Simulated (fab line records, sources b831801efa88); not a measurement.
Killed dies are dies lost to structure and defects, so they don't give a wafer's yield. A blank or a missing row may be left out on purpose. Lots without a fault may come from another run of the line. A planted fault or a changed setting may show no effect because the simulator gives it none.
Problem report in the 8D (eight disciplines) form, filled by code | flow sfq_line | the parts of the form that need people (team, actions taken, sign-off) are left out

1. THE PROBLEM
M4_NB_RS at SFQ_M4_RS_MEAS_924 reads a mean of 0.827 ohm/sq on 6 wafers of 2 lots; wafers without a fault read 0.889 ohm/sq with a standard deviation of 0.0084. That is -7.4 standard deviations from the usual mean.
The step: measures by four-point-probe.
First seen on wafer L699.1, day 46 22:58, on film_metro-01. The record holds 42 wafers of 14 lots with a number at this step. Rule for "out", or "out of limits": more than 4 standard deviations from the usual mean. The other wafers with a number count as sound.

2. WHAT IT IS AND WHAT IT IS NOT
question                    | is                           | is not
which readings at this step | M4_NB_RS                     | -
which lots                  | L699, L701                   | L694, L697, L700, L702, L707, L708, L709, L710, L711, L712, L713, L714
which wafers of those lots  | all that have a number       | -
read on which gauges        | film_metro-01, film_metro-04 | film_metro-03
when                        | from day 46 22:58            | up to then (6 sound wafers); but 30 sound wafers of L700, L702, L707, L708, L709, L710, L711, L712, L713, L714 came after

3. SUSPECTS, AND WHAT RULES EACH OUT
Counting: a tool at a process step up to the reading stays a suspect if it ran every lot that is out and no sound lot after the first of them.
- the gauge at SFQ_M4_RS_MEAS_924: ruled out. The wafers that are out were read on 2 gauges (film_metro-01, film_metro-04).
- pvd_sputter-04 at SFQ_TRILAYER_M4_DEP_SPUTTER_091 (material Nb, target thk 200 nm, time 133.3 s): ruled out as a lasting fault. Sound lots L708, L710, L713 ran on it after its first lot that is out, L699 (day 46 22:53).
Left after counting: nothing in the record.

4. THE CAUSE (what the simulator had put in)
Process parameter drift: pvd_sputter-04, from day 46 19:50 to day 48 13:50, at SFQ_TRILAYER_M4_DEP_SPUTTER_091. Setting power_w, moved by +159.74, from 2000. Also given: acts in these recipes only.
Counting ruled it out, wrongly: the rule takes a fault to strike every lot that its tool runs from its start on, and this one did not.

5. THE CHAIN OF EFFECTS, in route order
Each row: a reading whose mean over the struck wafers that have a number lies more than 3 standard deviations from the usual. Only readings for which the record gives a usual standard deviation are gone through. hours: the time from each lot's start at the first step in this table that gives one to its start at this step, as a median over the lots. sigmas: the change in usual standard deviations.
hours | step                                | reading            | usual        | on struck wafers | change | sigmas
0     | SFQ_TRILAYER_M4_DEP_SPUTTER_091     | cathode_dc_power_W | 2000.0 W     | 2159.9           | +159.9 | +99 or more
0     | SFQ_M4_RS_MEAS_924                  | M4_NB_RS           | 0.889 ohm/sq | 0.827            | -0.062 | -7.4
9     | SFQ_TRILAYER_M4_ETCH_METAL_ETCH_096 | oes_product_au     | 0.894 a.u.   | 0.934            | +0.040 | +6.5
The process steps in it:
- SFQ_TRILAYER_M4_DEP_SPUTTER_091: material Nb, target thk 200 nm, time 133.3 s.
- SFQ_TRILAYER_M4_ETCH_METAL_ETCH_096: etches Nb in Cl2/Ar, stops on SiO2, target depth 240 nm, time 120 s.

6. WHAT WOULD HAVE CAUGHT IT SOONER
In this record the first reading out of limits at a measuring or inspecting step was taken at day 46 22:58, 3 hours after the fault began at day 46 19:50.
The tool's own readings at SFQ_TRILAYER_M4_DEP_SPUTTER_091 were out on every struck wafer that the step has a row for (cathode_dc_power_W): an alarm limit on them would have fired on the first of those.
